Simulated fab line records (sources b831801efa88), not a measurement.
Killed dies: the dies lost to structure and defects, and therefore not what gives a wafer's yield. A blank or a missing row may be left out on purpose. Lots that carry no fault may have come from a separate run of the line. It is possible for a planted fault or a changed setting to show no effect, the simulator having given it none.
Matching of chambers	flow gf180mcu	4 sister chambers for GF_CONTACT_ETCH_16 on rie diel-04
The step etches BARC in N2/H2. 8 wafers are shown with their chamber, then 9 later ones without.

WAFERS PAIRED WITH THEIR CHAMBERS
wafer	chamber	drypump motor current A (A)	throttle valve pct (%)
L083.3	2	6.1	13.223
L085.6	0	5.5	13.229
L087.1	3	5.8	13.245
L087.2	0	5.5	13.237
L087.3	2	6.0	13.243
L089.1	3	5.8	13.241
L089.3	1	5.2	13.217
L089.5	1	5.2	13.219

WAFERS WITHOUT THEIR CHAMBER
wafer	drypump motor current A (A)	throttle valve pct (%)
L090.1	5.8	13.226
L090.3	6.0	13.214
L090.6	5.5	13.218
L091.3	6.0	13.225
L091.4	5.2	13.220
L091.5	6.0	13.236
L094.1	6.0	13.229
L094.3	5.5	13.222
L094.5	5.2	13.239

WHICH CHAMBER EACH WENT THROUGH
wafer	from the rows above	in truth
L090.1	3	3
L090.3	2	2
L090.6	0	0
L091.3	2	2
L091.4	1	1
L091.5	2	2
L094.1	2	2
L094.3	0	0
L094.5	1	1
Placed correctly: 9 of 9. Number that these rows cannot place: 0. Placed wrongly: 0.
How it was worked out, from the rows above alone: a wafer's distance from a chamber is the root of the sum, over the readings, of the square of ((its reading less the chamber's mean) divided by the reading's scatter). If the next closest chamber is less than 2 further off than the closest, the wafer can't be placed; otherwise it belongs to the closest. The mean given for a chamber averages the wafers shown for that chamber. The scatter: the root of (the sum of the squares of (reading less its chamber's mean) over the shown wafers, divided by (wafers less chambers)).
